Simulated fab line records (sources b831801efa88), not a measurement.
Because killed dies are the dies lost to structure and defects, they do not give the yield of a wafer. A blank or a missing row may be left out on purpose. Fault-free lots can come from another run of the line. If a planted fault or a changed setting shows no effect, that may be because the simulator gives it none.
Chamber matching    flow sfq_line    4 sister chambers for SFQ_TRILAYER_I1_VIA_BARC_OPEN_VIA_ETCH_071 on rie_diel-01
The step etches BARC in O2, target depth 125 nm, time 41.7 s. 8 wafers are shown with their chamber, then 7 later ones without.

EACH WAFER AND ITS CHAMBER
wafer   chamber  drypump_motor_current_A (A)  oes_product_au (a.u.)
L571.2  0        5.5                          0.680
L575.2  0        5.5                          0.681
L575.3  2        5.9                          0.680
L575.6  1        5.1                          0.681
L576.3  2        6.0                          0.686
L576.6  3        5.9                          0.690
L577.3  1        5.1                          0.686
L577.4  3        5.9                          0.685

WAFERS WITHOUT THEIR CHAMBER
wafer   drypump_motor_current_A (A)  oes_product_au (a.u.)
L577.6  5.1                          0.693
L579.2  5.1                          0.686
L579.3  5.5                          0.682
L579.6  5.5                          0.689
L590.1  5.1                          0.679
L590.2  5.9                          0.677
L590.3  5.5                          0.675

WHICH CHAMBER EACH WENT THROUGH
wafer   from the rows above      in truth
L577.6  1                        1
L579.2  1                        1
L579.3  0                        0
L579.6  0                        0
L590.1  1                        1
L590.2  can't be placed: 2 or 3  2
L590.3  0                        0
Correctly placed: 6 of 7. Cannot be placed on the basis of these rows: 1; the candidates contain the true chamber in 1. Number placed wrongly: 0.
How it was worked out, from the rows above alone: a wafer's distance from a chamber is the root of the sum, over the readings, of the square of ((its reading less the chamber's mean) divided by the reading's scatter). If the next closest chamber is less than 2 further off than the closest, the wafer can't be placed; otherwise it belongs to the closest. Each chamber's mean is taken over the wafers shown for it. How the scatter is found: for the shown wafers, subtract from each reading the mean of its chamber, square and add these, divide the total by (wafers less chambers), then take the root.
